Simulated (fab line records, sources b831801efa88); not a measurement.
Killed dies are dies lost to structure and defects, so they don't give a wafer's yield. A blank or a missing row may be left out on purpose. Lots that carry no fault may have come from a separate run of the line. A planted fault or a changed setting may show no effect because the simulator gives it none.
fab line records -- flow sky130
record lots=7, wafers=21, last-day=49
route steps=708 shown POLY_GATE@235 LDD_N@237 LDD_P@255 PAD_OPEN@708
lots with no fault: from the same line, run without faults
start-h: hours from the record's first day to the start of the lot's first wafer shown -- wait-h: hours elapsed since this lot's preceding step -- " unchanged from the row above -- L1.1+2: a row that stands for several wafers -- - no value present, or no start provided -- * or withheld: withheld -- < > ~ a bound
route shown NAME@n: a module of which the file shows steps, and the number in the route of the first -- usual: average and standard deviation across the fault-free wafers -- same: alike in all rows -- chamber/n: place in a boat -- sites: per-site readings -- _std_site: standard deviation across them -- _edge_site: the outer-site mean with the inner-site mean subtracted -- radius-mm: how far each site lies from the wafer's centre -- mask NAME#n: copy n -- behind: the last tool/chamber to shape the wafer -- hold: why the lot went on hold/how many hours it stayed there/how the hold came to an end -- device: names the non-switching transistor (n, p or np) -- end of line: the route-end tests of the same wafers -- a step given without rows: its recipe and nothing more -- killed: dies lost to structure and defects at the first sort, not the wafer's yield -- map: dies across one wafer; x = killed, . = not, _ = none there
set.NAME: the setting as run; set.NAME@STEP: as run at that earlier step -- model.NAME: the simulator's own value behind a step, which no gauge read
a table for each step, a row for each wafer; lots at some steps of the route
services: from which hour (start-h, from the record's first day; less than 0 if before it) a tool's chamber was out of use, for how many hours, and why
## steps
# step SKY_POLY_GATE_THK_MEAS_21
# recipe reads=SiO2_of_POLY_GATE_OXIDATION_20
# usual POLY_GATE_OXIDATION_THK=4.02/0.1
lot.wafer,tool,chamber,start-h,wait-h,POLY_GATE_OXIDATION_THK[nm]
L124.1,film-metro-02,-,387.88,0.0,4.06
L124.4,film-metro-02,-,387.88,0.0,4.04
L124.5,film-metro-02,-,387.88,0.0,3.97
L126.3,film-metro-02,-,405.12,0.0,4.13
L126.5,film-metro-02,-,405.12,0.0,4.07
L126.6,film-metro-02,-,405.12,0.0,4.13
L128.1,film-metro-02,-,420.15,0.0,4.17
L128.2,film-metro-02,-,420.15,0.0,4.21
L128.3,film-metro-02,-,420.15,0.0,4.14
L132.2,film-metro-03,-,443.70,0.0,4.13
L132.3,film-metro-03,-,443.70,0.0,4.14
L132.6,film-metro-03,-,443.70,0.0,4.08
L141.3,film-metro-02,-,523.19,0.0,4.00
L141.5,film-metro-02,-,523.19,0.0,3.95
L141.6,film-metro-02,-,523.19,0.0,3.91
L142.1,film-metro-01,-,526.21,0.0,3.93
L142.2,film-metro-01,-,526.21,0.0,3.85
L142.4,film-metro-01,-,526.21,0.0,3.93
L144.1,film-metro-03,-,545.29,0.0,3.94
L144.2,film-metro-03,-,545.29,0.0,3.90
L144.5,film-metro-03,-,545.29,0.0,3.97
# step SKY_POLY_GATE_CD_MEAS_22
# usual cd-nm=150.0/2.4
lot.wafer,tool,chamber,start-h,wait-h,cd-nm
L124.1,cd-sem-02,-,387.94,0.1,150.8
L124.4,cd-sem-02,-,387.94,0.1,152.7
L124.5,cd-sem-02,-,387.94,0.1,150.4
L126.3,cd-sem-01,-,405.21,0.1,152.5
L126.5,cd-sem-01,-,405.21,0.1,151.7
L126.6,cd-sem-01,-,405.21,0.1,154.7
L128.1,cd-sem-02,-,420.21,0.1,149.5
L128.2,cd-sem-02,-,420.21,0.1,146.1
L128.3,cd-sem-02,-,420.21,0.1,152.1
L132.2,cd-sem-02,-,443.78,0.1,153.7
L132.3,cd-sem-02,-,443.78,0.1,149.1
L132.6,cd-sem-02,-,443.78,0.1,149.8
L141.3,cd-sem-01,-,523.29,0.1,152.3
L141.5,cd-sem-01,-,523.29,0.1,149.0
L141.6,cd-sem-01,-,523.29,0.1,149.7
L142.1,cd-sem-01,-,526.27,0.1,151.7
L142.2,cd-sem-01,-,526.27,0.1,151.3
L142.4,cd-sem-01,-,526.27,0.1,151.9
L144.1,cd-sem-02,-,545.35,0.1,153.4
L144.2,cd-sem-02,-,545.35,0.1,150.5
L144.5,cd-sem-02,-,545.35,0.1,150.5
# step SKY_LDD_N_DEHYDRATE_00
# recipe temp-c=200, time-s=60
# step SKY_LDD_N_HMDS_01
# recipe prime-time-s=60, prime-temp-c=120
# step SKY_LDD_N_COAT_02
# recipe resist=NOVOLAK, spin-rpm=3000, resist-thk-nm=300
# step SKY_LDD_N_SOFTBAKE_03
# recipe temp-c=90, time-s=60, resist=NOVOLAK
# step SKY_LDD_N_EXPOSE_04
# recipe mask-id=NTM, target-cd-nm=840, na=0.6, source-shape=conventional, sigma-outer=0.6, dose-mj=110
# step SKY_LDD_N_PEB_05
# recipe temp-c=withheld, time-s=*, resist=NOVOLAK
# step SKY_LDD_N_DEVELOP_06
# recipe develop-time-s=60, dev-temp-c=23
# step SKY_LDD_N_OVL_MEAS_07
# usual LDD_N_OVL=-0.4/1.3
lot.wafer,tool,chamber,start-h,wait-h,LDD_N_OVL[nm]
L124.1,overlay-02,-,417.73,0.1,-0.7
L124.4,overlay-02,-,417.73,0.1,-4.2
L124.5,overlay-02,-,417.73,0.1,0.0
L126.3,overlay-02,-,435.19,0.1,0.5
L126.5,overlay-02,-,435.19,0.1,0.1
L126.6,overlay-02,-,435.19,0.1,0.8
L128.1,overlay-01,-,451.38,0.1,-2.3
L128.2,overlay-01,-,451.38,0.1,-0.4
L128.3,overlay-01,-,451.38,0.1,-1.6
L132.2,overlay-02,-,474.62,0.1,-0.4
L132.3,overlay-02,-,474.62,0.1,-1.4
L132.6,overlay-02,-,474.62,0.1,0.3
L141.3,overlay-02,-,553.27,0.1,-0.9
L141.5,overlay-02,-,553.27,0.1,-0.6
L141.6,overlay-02,-,553.27,0.1,-0.1
L142.1,overlay-02,-,556.08,0.1,0.9
L142.2,overlay-02,-,556.08,0.1,-1.4
L142.4,overlay-02,-,556.08,0.1,2.1
L144.1,overlay-02,-,575.08,0.1,-2.6
L144.2,overlay-02,-,575.08,0.1,0.6
L144.5,overlay-02,-,575.08,0.1,-0.2
# step SKY_LDD_N_IMPLANT_08
# recipe species=As, energy-kev=20, dose-cm2=7.5e+13, tilt-deg=withheld, rotation-deg=23
# step SKY_LDD_N_IMPLANT_09
# recipe species=As, energy-kev=20, dose-cm2=7.5e+13, tilt-deg=withheld, rotation-deg=113
# step SKY_LDD_N_IMPLANT_10
# recipe species=As, energy-kev=20, dose-cm2=7.5e+13, tilt-deg=withheld, rotation-deg=203
# usual beam-on-s=10.01/0.19, dose-ions-cm2=7.5e+13/6.2e+10, end-station-pressure-torr=5.31e-06/2.6e-07, faraday-current-uA=422/8
lot.wafer,tool,chamber,start-h,wait-h,beam-on-s,dose-ions-cm2,end-station-pressure-torr,faraday-current-uA
L124.1,implanter-02,0,418.07,0.1,10.20,7.503e+13,5.1e-06,416
L124.4,implanter-02,0,418.07,0.1,9.83,7.497e+13,5.54e-06,429
L124.5,implanter-02,0,418.07,0.1,9.82,7.494e+13,5.45e-06,429
L126.3,implanter-03,0,435.56,0.1,10.03,7.497e+13,5.17e-06,421
L126.5,implanter-03,0,435.56,0.1,9.92,7.507e+13,4.54e-06,426
L126.6,implanter-03,0,435.56,0.1,10.36,7.505e+13,5.46e-06,407
L128.1,implanter-03,0,451.72,0.1,10.06,7.506e+13,5.14e-06,419
L128.2,implanter-03,0,451.72,0.1,9.83,7.509e+13,5.37e-06,429
L128.3,implanter-03,0,451.72,0.1,10.20,7.494e+13,5.6e-06,413
L132.2,implanter-01,0,474.97,0.1,9.75,7.497e+13,5.41e-06,433
L132.3,implanter-01,0,474.97,0.1,10.04,7.501e+13,5.58e-06,422
L132.6,implanter-01,0,474.97,0.1,10.31,7.494e+13,5.54e-06,410
L141.3,implanter-01,0,553.65,0.1,33.62,3.3755e+14,4.96e-06,565
L141.5,implanter-01,0,553.65,0.1,34.25,3.3744e+14,5.29e-06,553
L141.6,implanter-01,0,553.65,0.1,33.92,3.3759e+14,5.14e-06,558
L142.1,implanter-01,0,556.41,0.1,34.28,3.3759e+14,5.43e-06,558
L142.2,implanter-01,0,556.41,0.1,34.56,3.376e+14,5.69e-06,554
L142.4,implanter-01,0,556.41,0.1,32.84,3.3752e+14,5.61e-06,578
L144.1,implanter-01,0,575.41,0.1,35.59,3.3748e+14,5.39e-06,537
L144.2,implanter-01,0,575.41,0.1,35.11,3.3755e+14,5.38e-06,542
L144.5,implanter-01,0,575.41,0.1,34.16,3.3745e+14,5.38e-06,556
# step SKY_LDD_N_IMPLANT_11
# recipe species=As, energy-kev=20, dose-cm2=7.5e+13, tilt-deg=withheld, rotation-deg=293
# step SKY_LDD_N_IMPLANT_12
# recipe species=BF2, energy-kev=50, dose-cm2=5e+12, tilt-deg=30, rotation-deg=0
# step SKY_LDD_N_IMPLANT_13
# recipe species=BF2, energy-kev=50, dose-cm2=5e+12, tilt-deg=30, rotation-deg=90
# step SKY_LDD_N_IMPLANT_14
# recipe species=BF2, energy-kev=50, dose-cm2=5e+12, tilt-deg=30, rotation-deg=180
# step SKY_LDD_N_IMPLANT_15
# recipe species=BF2, energy-kev=50, dose-cm2=5e+12, tilt-deg=30, rotation-deg=270
# step SKY_LDD_N_STRIP_16
# recipe chemistry=O2/N2, power-w=1400, pressure-mtorr=1500, platen-temp-c=withheld, o2-flow-sccm=3000, n2-flow-sccm=300, overash-fraction=0.5
# usual drypump-motor-current-A=5.69/0.18, oes-product-au=0.406/0.0041, strip-time-to-endpoint-s=4.312/0.015
lot.wafer,tool,chamber,start-h,wait-h,drypump-motor-current-A,oes-product-au,rf-hours-counter-h,strip-time-to-endpoint-s
L124.1,plasma-asher-01,1,418.97,0.1,5.42,0.405,73,4.317
L124.4,plasma-asher-01,1,418.97,0.1,5.42,0.415,-,4.298
L124.5,plasma-asher-01,0,418.97,0.1,5.51,0.409,-,4.312
L126.3,plasma-asher-03,0,436.45,0.1,5.70,0.405,-,4.322
L126.5,plasma-asher-03,1,436.45,0.1,5.87,0.404,-,4.315
L126.6,plasma-asher-03,0,436.45,0.1,5.70,0.410,-,4.309
L128.1,plasma-asher-03,0,452.62,0.1,5.76,0.405,32,4.300
L128.2,plasma-asher-03,1,452.62,0.1,5.84,0.405,32,4.292
L128.3,plasma-asher-03,1,452.62,0.1,5.85,0.410,-,4.330
L132.2,plasma-asher-01,0,475.85,0.1,5.46,0.412,5,4.312
L132.3,plasma-asher-01,1,475.85,0.1,5.42,0.408,-,4.316
L132.6,plasma-asher-01,0,475.85,0.1,5.49,0.411,-,4.328
L141.3,plasma-asher-01,0,554.53,0.1,5.51,0.412,-,4.967
L141.5,plasma-asher-01,1,554.53,0.1,5.44,0.399,-,4.993
L141.6,plasma-asher-01,0,554.53,0.1,5.47,0.402,-,4.978
L142.1,plasma-asher-01,0,557.31,0.1,5.52,0.401,14,4.992
L142.2,plasma-asher-01,1,557.31,0.1,5.43,0.402,14,4.991
L142.4,plasma-asher-01,0,557.31,0.1,5.47,0.404,-,4.999
L144.1,plasma-asher-03,0,576.31,0.1,5.72,0.406,39,4.978
L144.2,plasma-asher-03,1,576.31,0.1,5.84,0.404,39,4.964
L144.5,plasma-asher-03,1,576.31,0.1,5.83,0.401,-,4.970
# step SKY_LDD_N_TW_MEAS_17
# usual LDD_N_TW=2594/16
lot.wafer,tool,chamber,start-h,wait-h,LDD_N_TW
L124.1,film-metro-01,-,419.07,0.1,2612
L124.4,film-metro-01,-,419.07,0.1,2592
L124.5,film-metro-01,-,419.07,0.1,2598
L126.3,film-metro-04,-,436.53,0.1,2581
L126.5,film-metro-04,-,436.53,0.1,2588
L126.6,film-metro-04,-,436.53,0.1,2602
L128.1,film-metro-01,-,452.72,0.1,2617
L128.2,film-metro-01,-,452.72,0.1,2598
L128.3,film-metro-01,-,452.72,0.1,2613
L132.2,film-metro-01,-,475.96,0.1,2592
L132.3,film-metro-01,-,475.96,0.1,2590
L132.6,film-metro-01,-,475.96,0.1,2588
L141.3,film-metro-04,-,554.62,0.1,2860
L141.5,film-metro-04,-,554.62,0.1,2850
L141.6,film-metro-04,-,554.62,0.1,2837
L142.1,film-metro-04,-,557.41,0.1,2860
L142.2,film-metro-04,-,557.41,0.1,2864
L142.4,film-metro-04,-,557.41,0.1,2866
L144.1,film-metro-04,-,576.41,0.1,2884
L144.2,film-metro-04,-,576.41,0.1,2890
L144.5,film-metro-04,-,576.41,0.1,2873
# step SKY_LDD_P_DEHYDRATE_00
# recipe temp-c=200, time-s=60
# step SKY_PAD_OPEN_PROBE_99
# usual killed_at_M0_to_M3=43/6.8, killed_at_M4_up=3.0/1.6, killed-at-contacts=25/6, killed-at-front-end=15/4.4, killed-at-other=0.3/0.52, killed-dies=86/9.6, killed-open=47/6.7, killed-short=39/6.8
# same gross-dies=492, killed-at-back-side=0
lot.wafer,tool,chamber,start-h,wait-h,killed_at_M0_to_M3,killed_at_M4_up,killed-at-contacts,killed-at-front-end,killed-at-other,killed-dies,killed-open,killed-short,model.etest.tip-n.rs-ohm-sq,model.etest.nfet_01v8.r-on-ohm-um,model.etest.nfet_01v8_swapped.drive-ua-um,model.etest.nfet_01v8_turned.drive-ua-um,model.etest.nfet_01v8_lvt.drive-ua-um,model.etest.nfet_01v8.drive-ua-um,model.etest.sram-nfet-pass.drive-ua-um,model.etest.nfet_01v8_swapped.off-log10-a-um
L124.1,prober-02,-,1088.28,0.1,43,2,23,14,0,82,50,32,444.5,824,501.8,506.5,575.8,506,494.6,-13.45
L124.4,prober-02,-,1088.43,0.2,51,4,33,16,0,104,55,49,443.4,847.3,495.4,497.4,563.3,495.8,485.8,-13.38
L124.5,prober-02,-,1088.48,0.2,47,1,29,17,0,94,54,40,443.4,835.3,496.5,502.1,566.9,500.6,474.5,-13.42
L126.3,prober-02,-,1098.01,0.2,34,4,21,13,0,72,47,25,442.3,833.2,500.2,498.9,572.7,501.8,492,-13.45
L126.5,prober-02,-,1098.11,0.2,35,3,26,12,0,76,42,34,444.4,834.2,494.3,493.4,563.6,497.4,467.2,-13.37
L126.6,prober-02,-,1098.16,0.2,43,1,25,11,0,80,53,27,444.9,862.4,484.2,486.6,560.9,483.5,462.4,-13.37
L128.1,prober-02,-,1109.00,0.1,50,2,25,17,1,95,53,42,440.3,799.1,522.6,521.8,594.3,518.4,506,-13.23
L128.2,prober-02,-,1109.05,0.1,37,3,47,18,0,105,64,41,442.7,803.2,521,525.3,593.9,521.9,507.4,-13.24
L128.3,prober-02,-,1109.10,0.2,34,3,21,17,1,76,39,37,442.1,832.1,509,505.5,574.1,506.1,503.6,-13.23
L132.2,prober-02,-,1128.36,0.1,41,3,33,17,0,94,48,46,435.8,832.9,518.4,514.3,586.7,521.7,510.4,-13.37
L132.3,prober-02,-,1128.41,0.2,43,3,25,22,0,93,53,39,436.3,793.3,543.7,539.5,604.8,535.4,495.3,-13.23
L132.6,prober-02,-,1128.56,0.2,46,1,23,10,0,80,38,42,438.8,817.7,527.2,528.1,597.6,525.3,495.1,-13.36
L141.3,prober-01,-,1174.50,0.2,57,4,27,7,0,95,60,35,315.6,802.3,533.9,532.1,597.7,526.6,507.1,-13.21
L141.5,prober-01,-,1174.60,0.2,40,4,27,19,0,90,44,46,315.7,803.6,530.8,524,592.5,517.3,500.6,-13.29
L141.6,prober-01,-,1174.65,0.2,44,4,25,5,0,78,41,36,312.2,793.2,530.9,526.6,600.9,527.4,505.8,-13.1
L142.1,prober-02,-,1176.82,0.1,49,4,21,9,0,83,42,41,315.7,785.8,536.4,535.8,608.3,528.8,520.2,-13.18
L142.2,prober-02,-,1176.87,0.1,38,2,29,16,1,86,45,40,315.6,786,546.5,543.1,610.2,535.1,526.7,-13.25
L142.4,prober-02,-,1176.97,0.2,44,6,30,20,1,101,63,38,316.2,790.6,533,536.5,602.5,525.5,513,-13.17
L144.1,prober-02,-,1186.38,0.1,53,4,25,15,0,97,52,45,312.8,785.8,539.2,547.5,606.8,533.9,516.3,-13.21
L144.2,prober-02,-,1186.43,0.1,43,2,24,19,0,88,45,43,313.3,770.9,538.4,543,606.9,532.7,527.5,-13.19
L144.5,prober-02,-,1186.58,0.2,46,2,28,13,0,89,55,34,311.7,786.8,536.6,539.1,605.6,533.1,536.1,-13.2
# killed by level:class
L124.1 VIA1:geometric-particle:open=17 VIA3:geometric-particle:open=7 CONTACT:geometric-particle:open=6 LI_CONTACT:geometric-particle:open=6 CONTACT:geometric-particle:short=5 FIELD_ISO:geometric-particle:open=4 LOCAL_INTERCONNECT:geometric-particle:short=4 VIA2:geometric-particle:short=4
L124.4 CONTACT:geometric-particle:open=14 VIA1:geometric-particle:open=11 METAL2:geometric-particle:short=9 VIA2:geometric-particle:open=7 LI_CONTACT:geometric-particle:open=7 CONTACT:geometric-particle:short=6 VIA3:geometric-particle:short=6 VIA2:geometric-particle:short=5
L124.5 LI_CONTACT:geometric-particle:open=11 VIA3:geometric-particle:open=10 CONTACT:geometric-particle:open=9 VIA1:geometric-particle:open=7 FIELD_ISO:geometric-particle:short=6 METAL1:geometric-particle:short=6 VIA1:geometric-particle:short=6 VIA2:geometric-particle:open=5
L126.3 CONTACT:geometric-particle:open=11 VIA2:geometric-particle:open=10 VIA1:geometric-particle:open=9 LI_CONTACT:geometric-particle:open=6 FIELD_ISO:geometric-particle:short=5 METAL4:geometric-particle:short=4 METAL1:geometric-particle:short=4 VIA3:geometric-particle:open=4
L126.5 CONTACT:geometric-particle:open=10 LI_CONTACT:geometric-particle:open=8 VIA2:geometric-particle:open=5 POLY_GATE:geometric-particle:open=5 VIA1:geometric-particle:short=5 METAL3:geometric-particle:short=5 VIA3:geometric-particle:open=5 LOCAL_INTERCONNECT:geometric-particle:short=4
L126.6 VIA1:geometric-particle:open=15 CONTACT:geometric-particle:open=11 VIA2:geometric-particle:open=8 VIA3:geometric-particle:open=6 METAL2:geometric-particle:short=6 FIELD_ISO:geometric-particle:open=5 LI_CONTACT:geometric-particle:open=5 LOCAL_INTERCONNECT:geometric-particle:short=5
L128.1 CONTACT:geometric-particle:open=14 VIA1:geometric-particle:open=14 POLY_GATE:geometric-particle:short=7 VIA3:geometric-particle:open=7 VIA2:geometric-particle:open=7 METAL1:geometric-particle:short=6 LI_CONTACT:geometric-particle:open=5 METAL2:geometric-particle:short=5
L128.2 CONTACT:geometric-particle:open=17 CONTACT:geometric-particle:short=11 LI_CONTACT:geometric-particle:open=10 VIA3:geometric-particle:open=8 POLY_GATE:geometric-particle:open=7 VIA1:geometric-particle:open=7 POLY_GATE:geometric-particle:short=6 VIA2:geometric-particle:open=6
L128.3 LI_CONTACT:geometric-particle:open=9 VIA2:geometric-particle:open=9 METAL2:geometric-particle:short=7 FIELD_ISO:geometric-particle:short=5 POLY_GATE:geometric-particle:short=5 VIA1:geometric-particle:open=5 CONTACT:geometric-particle:open=4 LOCAL_INTERCONNECT:geometric-particle:short=3
L132.2 VIA1:geometric-particle:open=11 CONTACT:geometric-particle:open=10 LI_CONTACT:geometric-particle:open=8 POLY_GATE:geometric-particle:short=5 CONTACT:geometric-particle:short=5 METAL3:geometric-particle:short=5 LI_CONTACT:geometric-particle:short=4 LOCAL_INTERCONNECT:geometric-particle:short=4
L132.3 CONTACT:geometric-particle:open=10 VIA1:geometric-particle:open=9 VIA2:geometric-particle:open=9 METAL2:geometric-particle:short=7 FIELD_ISO:geometric-particle:open=6 POLY_GATE:geometric-particle:open=6 POLY_GATE:geometric-particle:short=5 LI_CONTACT:geometric-particle:open=5
L132.6 METAL2:geometric-particle:short=7 CONTACT:geometric-particle:open=7 VIA3:geometric-particle:open=7 METAL3:geometric-particle:short=6 VIA3:geometric-particle:short=6 LI_CONTACT:geometric-particle:short=5 VIA1:geometric-particle:open=5 VIA2:geometric-particle:open=5
L141.3 VIA3:geometric-particle:open=14 CONTACT:geometric-particle:open=13 VIA1:geometric-particle:open=9 LI_CONTACT:geometric-particle:open=8 METAL2:geometric-particle:short=8 VIA2:geometric-particle:open=6 VIA1:geometric-particle:short=5 VIA3:geometric-particle:short=5
L141.5 CONTACT:geometric-particle:open=11 LI_CONTACT:geometric-particle:open=8 VIA2:geometric-particle:open=6 FIELD_ISO:geometric-particle:open=5 POLY_GATE:geometric-particle:open=5 CONTACT:geometric-particle:short=5 METAL1:geometric-particle:short=5 VIA1:geometric-particle:short=5
L141.6 CONTACT:geometric-particle:open=10 VIA1:geometric-particle:open=9 VIA1:geometric-particle:short=7 VIA2:geometric-particle:open=5 CONTACT:geometric-particle:short=5 VIA3:geometric-particle:short=5 LI_CONTACT:geometric-particle:open=4 METAL1:geometric-particle:short=4
L142.1 VIA1:geometric-particle:open=10 CONTACT:geometric-particle:open=6 VIA2:geometric-particle:open=6 METAL1:geometric-particle:short=5 METAL2:geometric-particle:short=5 VIA3:geometric-particle:open=5 VIA2:geometric-particle:short=4 CONTACT:geometric-particle:short=4
L142.2 VIA1:geometric-particle:open=10 LI_CONTACT:geometric-particle:open=9 CONTACT:geometric-particle:open=8 FIELD_ISO:geometric-particle:short=7 METAL2:geometric-particle:short=6 VIA3:geometric-particle:open=6 METAL1:geometric-particle:short=5 LOCAL_INTERCONNECT:geometric-particle:short=4
L142.4 CONTACT:geometric-particle:open=12 VIA1:geometric-particle:open=10 VIA2:geometric-particle:open=9 LI_CONTACT:geometric-particle:open=8 POLY_GATE:geometric-particle:open=6 VIA3:geometric-particle:open=6 LOCAL_INTERCONNECT:geometric-particle:short=5 METAL1:geometric-particle:short=5
L144.1 VIA1:geometric-particle:open=14 CONTACT:geometric-particle:open=13 METAL2:geometric-particle:short=11 VIA3:geometric-particle:open=9 FIELD_ISO:geometric-particle:open=6 LOCAL_INTERCONNECT:geometric-particle:short=6 VIA2:geometric-particle:short=6 CONTACT:geometric-particle:short=5
L144.2 VIA1:geometric-particle:open=8 VIA3:geometric-particle:open=8 CONTACT:geometric-particle:open=7 METAL2:geometric-particle:short=7 LI_CONTACT:geometric-particle:open=6 CONTACT:geometric-particle:short=6 VIA1:geometric-particle:short=5 VIA2:geometric-particle:short=5
L144.5 LI_CONTACT:geometric-particle:open=9 CONTACT:geometric-particle:short=9 VIA2:geometric-particle:open=9 VIA1:geometric-particle:open=9 CONTACT:geometric-particle:open=8 VIA3:geometric-particle:open=6 FIELD_ISO:geometric-particle:open=5 VIA1:geometric-particle:short=5
## services
tool,chamber,start-h,hours,kind
implanter-03,-,415.24,3.9,pm
plasma-asher-01,-,421.25,9.0,pm
plasma-asher-01,0,421.25,9.0,vent-cycle
plasma-asher-01,1,421.25,9.0,vent-cycle
plasma-asher-01,0,430.25,-,clean
plasma-asher-01,1,430.25,-,clean
implanter-03,-,472.69,2.7,repair
plasma-asher-03,-,474.60,41.5,pm
plasma-asher-01,-,510.22,9.9,repair
implanter-02,-,522.27,0.9,repair
plasma-asher-03,-,544.33,0.4,repair
plasma-asher-03,-,552.93,14.6,pm
implanter-02,-,572.31,5.8,pm
## key
first-sign step=SKY_LDD_N_IMPLANT_10, reading=dose-ions-cm2, direction=up, sigmas=99+, usual=*, struck=*
effect step=SKY_LDD_N_IMPLANT_10, reading=beam-on-s, direction=up, sigmas=99+, usual=10.01, struck=34.26
effect step=SKY_LDD_N_STRIP_16, reading=strip-time-to-endpoint-s, direction=up, sigmas=45, usual=*, struck=*
effect step=SKY_LDD_N_TW_MEAS_17, reading=LDD_N_TW, direction=up, sigmas=17, usual=2594, struck=2865
model-effect step=SKY_PAD_OPEN_PROBE_99, value=etest.tip-n.rs-ohm-sq, without=440.4, struck=314.3
met-at SKY_LDD_N_IMPLANT_10
struck-wafers L141.3,L141.5,L141.6,L142.1,L142.2,L142.4,L144.1,L144.2,L144.5
tester-left-out L141,L142,L144
onset-between 474.97 553.65
fault kind=process-parameter-drift, tool=implanter-01, chamber=-, onset-h=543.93, steps=SKY_LDD_N_IMPLANT_10, channel=dose-cm2, offset=*, shape=step, end-h=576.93, acts-in=*, stated=*
# tester-left-out: of these lots the tester's yield and bins aren't shown, on N5 and GAA mostly nor the transistor test; their killed dies are dies lost to structure and defects alone, not to doping, threshold or leakage, so they don't give the yield
